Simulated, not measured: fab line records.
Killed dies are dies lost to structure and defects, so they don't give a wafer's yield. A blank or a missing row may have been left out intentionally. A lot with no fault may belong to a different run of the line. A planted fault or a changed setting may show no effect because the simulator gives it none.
Comparing a struck lot with a sound one ; flow gf180mcu ; 21 out of 602 route steps
Sound: the wafers L143.1, L143.3, L143.6. Wafers L153.1, L153.3, L153.4 were the ones struck. Last of all comes the cause.
Each step with rows lists, per side, the tool, then ch with its chambers, then its first start. Under that, the readings that differ: sound wafers ; struck wafers ; difference of the means ; sigmas: that difference in standard deviations of wafers without a fault.
alike: readings with means less than 2 such deviations apart, plus words and numbers identical on both sides. not compared: withheld readings, readings lacking a value on some wafer, bounds such as >300 that could conceal the same value, and numbers that have no deviation in the record and whose values overlap.
The two part at a step that has a row with sigmas, a row that says differs or no value, or rows on one side only. Non-overlapping numbers with no deviation appear without sigmas and do not part them. A reading that every wafer of one side lacks parts them only if that side has two wafers or more.

GF_VT_IMPLANT_SOFTBAKE_14: time 61.24 s.
  sound on lithoTrack-04 ch 0, day 6 14:35; struck on lithoTrack-03 ch 0, day 9 02:04
  alike: plateSensorTCentreC, plateSensorTEdgeC
then, 3 steps without rows for these wafers: GF_VT_IMPLANT_EXPOSE_15 (exposes mask Nwell LV AREA, target cd 860 nm); GF_VT_IMPLANT_PEB_16; GF_VT_IMPLANT_DEVELOP_17 (develop time 60 s).
GF_VT_IMPLANT_OVL_MEAS_18:
  struck on overlay-02, day 9 10:56; sound on overlay-01, day 6 22:25
  alike: VT_IMPLANT_01_OVL
following that, these wafers have no rows for 1 step: GF_VT_IMPLANT_IMPLANT_19.
GF_VT_IMPLANT_STRIP_20: strips in O2/N2.
  sound on plasmaAsher-03 ch 0,1, day 6 22:36; struck on plasmaAsher-03 ch 0,1, day 9 11:07
  alike: drypumpMotorCurrentA, heaterPowerW, n2FlowSccm, oesProductAu, stripTimeToEndpointS
  not compared: rfHoursCounterH
GF_VT_IMPLANT_TW_MEAS_21:
  struck on filmMetro-03, day 9 11:13; sound on filmMetro-04, day 6 22:42
  alike: VT_IMPLANT_2_TW
then, 4 steps without rows for these wafers: GF_VT_IMPLANT_DEHYDRATE_22 (time 60 s); GF_VT_IMPLANT_HMDS_23 (prime time 60 s); GF_VT_IMPLANT_COAT_24 (resist thk 1000 nm); GF_VT_IMPLANT_SOFTBAKE_25 (time 60 s).
GF_VT_IMPLANT_EXPOSE_26: exposes mask LVPWELL HV AREA, target cd 860 nm.
  sound on ilineStepper-01 ch 0, day 7 06:26; struck on ilineStepper-02 ch 0, day 9 19:49
reading;sound;struck;difference;sigmas
mask;LVPWELL_HV_AREA#0 LVPWELL_HV_AREA#0 LVPWELL_HV_AREA#0;Nwell_HV_AREA#0 Nwell_HV_AREA#0 Nwell_HV_AREA#0;differs;
then, 2 steps without rows for these wafers: GF_VT_IMPLANT_PEB_27; GF_VT_IMPLANT_DEVELOP_28 (develop time 60 s).
GF_VT_IMPLANT_OVL_MEAS_29:
  struck on overlay-01, day 10 04:34; sound on overlay-01, day 7 14:28
reading;sound;struck;difference;sigmas
VT_IMPLANT_02_OVL (nm);3.6 2.2 1.1;- - -;no value on the struck wafers;
following that, these wafers have no rows for 1 step: GF_VT_IMPLANT_IMPLANT_30.
GF_VT_IMPLANT_STRIP_31: strips in O2/N2.
  sound on plasmaAsher-02 ch 1, day 7 14:40; struck on plasmaAsher-04 ch 0,1, day 10 04:46
reading;sound;struck;difference;sigmas
drypumpMotorCurrentA (A);6.6 6.6 6.6;5.5 5.5 5.6;-1.1;-2
  alike: heaterPowerW, n2FlowSccm, oesProductAu, stripTimeToEndpointS
  not compared: rfHoursCounterH
GF_VT_IMPLANT_TW_MEAS_32:
  struck on filmMetro-03, day 10 04:52; sound on filmMetro-04, day 7 14:46
reading;sound;struck;difference;sigmas
VT_IMPLANT_3_TW;266.2 265.2 265.4;30.4 30.3 30.6;-235.2;-90
then, 1 step without rows for these wafers: GF_VT_IMPLANT_DEHYDRATE_33 (time 60 s).
-- the record jumps here: 22 days lie between the struck wafers' starts before and after (it left off in module VT_IMPLANT and takes up again in module PASSIVATION, whose first step shown is number 602 of the route) --
GF_PASSIVATION_PROBE_99:
  the record has rows for the struck wafers here (prober-02, day 32 15:36) and none for the sound ones

## WHERE THEY PART
Last at GF_PASSIVATION_PROBE_99 as far as this record goes, first at GF_VT_IMPLANT_EXPOSE_26.

WHY: the cause the simulator had injected
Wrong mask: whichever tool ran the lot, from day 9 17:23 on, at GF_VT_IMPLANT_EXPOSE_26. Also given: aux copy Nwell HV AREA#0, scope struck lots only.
